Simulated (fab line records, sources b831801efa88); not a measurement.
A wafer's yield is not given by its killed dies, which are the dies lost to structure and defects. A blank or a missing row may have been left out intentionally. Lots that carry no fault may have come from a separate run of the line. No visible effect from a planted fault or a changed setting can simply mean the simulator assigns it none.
Code-filled problem report in 8D (eight disciplines) form -- flow sky130 -- the parts of the form that need people (team, actions taken, sign-off) are left out

== 1. WHAT IS WRONG ==
Mean of beam energy keV at SKY_PWDE_IMPLANT_08: 139.01 across 6 wafers in 2 lots; on wafers with no fault it is 150.01 (standard deviation 0.046). So: -99 or more standard deviations from the usual mean.
First observed at day 6 14:37: wafer L903.1, on implanter-02. The record holds 42 wafers of 14 lots with a number at this step. Rule for "out", or "out of limits": more than 4 standard deviations from the usual mean. All remaining wafers that have a number are taken as sound.

== 2. WHAT IT IS, WHAT IT ISN'T ==
question,is,is not
which readings at this step,beam energy keV,-
which lots,"L903, L904","L892, L893, L894, L895, L897, L900, L901, L902, L909, L910, L911, L915"
which wafers of those lots,all that have a number,-
read on which tools,implanter-02,"implanter-01, implanter-04"
when,from day 6 14:37,"up to then (24 sound wafers); but 12 sound wafers of L909, L910, L911, L915 came after"

== 3. SUSPECTS, AND WHAT RULES EACH OUT ==
Counting: any tool at a process step up to the reading is kept as a suspect provided that every lot that is out went through it and no sound lot did after the first of them.
- implanter-02 at SKY_PWDE_IMPLANT_08: kept. Every lot that is out went through it, starting with L903 (day 6 14:37), and after that it ran no sound lot; the last sound lot it ran before then is L901 (day 6 04:51). On those wafers its own readings are out: beam energy keV.
Remaining after the count: implanter-02 at SKY_PWDE_IMPLANT_08.

== 4. THE CAUSE (what the simulator had put in) ==
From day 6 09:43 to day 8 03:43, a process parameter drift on implanter-02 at SKY_PWDE_IMPLANT_08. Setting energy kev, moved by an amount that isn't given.
Counting left only this tool.

== 5. SEQUENCE OF EFFECTS, ordered by route ==
Each row: a reading whose mean over the struck wafers that have a number lies more than 3 standard deviations from the usual. Only readings whose record carries a usual standard deviation are examined. hours: median over the lots of the time between each lot's start at the first step of this table that gives one and its start at this step. sigmas: the change, counted in usual standard deviations.
hours,step,reading,usual,on struck wafers,change,sigmas
0,SKY_PWDE_IMPLANT_08,beam energy keV,150.01,139.01,-11.00,-99 or more
Its process steps:
- SKY_PWDE_IMPLANT_08

== 6. HOW IT WOULD HAVE BEEN CAUGHT EARLIER ==
5 hours passed between the start of the fault at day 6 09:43 and the first reading out of limits in this record, taken at day 6 14:37.
